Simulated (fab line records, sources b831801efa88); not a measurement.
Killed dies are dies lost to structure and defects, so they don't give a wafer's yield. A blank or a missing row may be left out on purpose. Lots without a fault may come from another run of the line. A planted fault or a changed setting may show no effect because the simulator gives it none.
Problem report in the 8D (eight disciplines) form, filled by code | flow gf180mcu | the parts of the form that need people (team, actions taken, sign-off) are left out

1. THE PROBLEM
MVSD_RS at GF_VT_IMPLANT_RS_MEAS_46 reads a mean of 503.5 ohm/sq on 6 wafers of 2 lots; wafers without a fault read 456.7 ohm/sq with a standard deviation of 1.2. That is +39 standard deviations from the usual mean.
The step: measures by four-point-probe.
First seen on wafer L123.1, day 11 16:29, on film_metro-03. The record holds 36 wafers of 12 lots with a number at this step. Rule for "out", or "out of limits": more than 4 standard deviations from the usual mean. The other wafers with a number count as sound.

2. WHAT IT IS AND WHAT IT IS NOT
question                    | is                     | is not
which readings at this step | MVSD_RS                | -
which lots                  | L123, L124             | L109, L111, L112, L114, L115, L120, L125, L126, L129, L131
which wafers of those lots  | all that have a number | -
read on which gauges        | film_metro-03          | film_metro-01, film_metro-04
when                        | from day 11 16:29      | up to then (18 sound wafers); but 12 sound wafers of L125, L126, L129, L131 came after

3. SUSPECTS, AND WHAT RULES EACH OUT
Counting: a tool at a process step up to the reading stays a suspect if it ran every lot that is out and no sound lot after the first of them.
- the gauge at GF_VT_IMPLANT_RS_MEAS_46: ruled out. All the wafers that are out were read on film_metro-03, but those of them that GF_MVSD_IMPLANT_09 has rows for are out there too, on other tools.
- implanter-03 at GF_MVSD_IMPLANT_09: kept. It ran every lot that is out, first L123 (day 8 02:00), and no sound lot after that; its last sound lot up to then is L111 (day 5 05:04). Its own readings are out on those wafers: dose_ions_cm2, faraday_current_uA.
Left after counting: implanter-03 at GF_MVSD_IMPLANT_09.

4. THE CAUSE (what the simulator had put in)
Process parameter drift: implanter-03, from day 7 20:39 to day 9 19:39, at GF_MVSD_IMPLANT_09. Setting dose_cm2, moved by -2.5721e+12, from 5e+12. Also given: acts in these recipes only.
Counting left only this tool.

5. THE CHAIN OF EFFECTS, in route order
Each row: a reading whose mean over the struck wafers that have a number lies more than 3 standard deviations from the usual. Only readings for which the record gives a usual standard deviation are gone through. hours: the time from each lot's start at the first step in this table that gives one to its start at this step, as a median over the lots. sigmas: the change in usual standard deviations.
hours | step                     | reading            | usual        | on struck wafers | change     | sigmas
0     | GF_MVSD_IMPLANT_09       | dose_ions_cm2      | 5.001e+12    | 2.430e+12        | -2.571e+12 | -99 or more
0     | GF_MVSD_IMPLANT_09       | faraday_current_uA | 28.3         | 13.8             | -14.5      | -23
87    | GF_VT_IMPLANT_RS_MEAS_46 | MVSD_RS            | 456.7 ohm/sq | 503.5            | +46.8      | +39
The process steps in it:
- GF_MVSD_IMPLANT_09
Later measuring or inspecting steps at which every struck wafer that the step has a row for has a number for every such reading, and none has moved that far: GF_VT_IMPLANT_RS_MEAS_49.

6. WHAT WOULD HAVE CAUGHT IT SOONER
In this record the first reading out of limits at a measuring or inspecting step was taken at day 11 16:29, 92 hours after the fault began at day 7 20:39.
The tool's own readings at GF_MVSD_IMPLANT_09 were out on every struck wafer that the step has a row for (dose_ions_cm2, faraday_current_uA): an alarm limit on them would have fired on the first of those.
All the lots that are out (2) had begun GF_MVSD_IMPLANT_09 on implanter-03 by day 11 16:29. A hold on the tool at that time would have spared none of them.
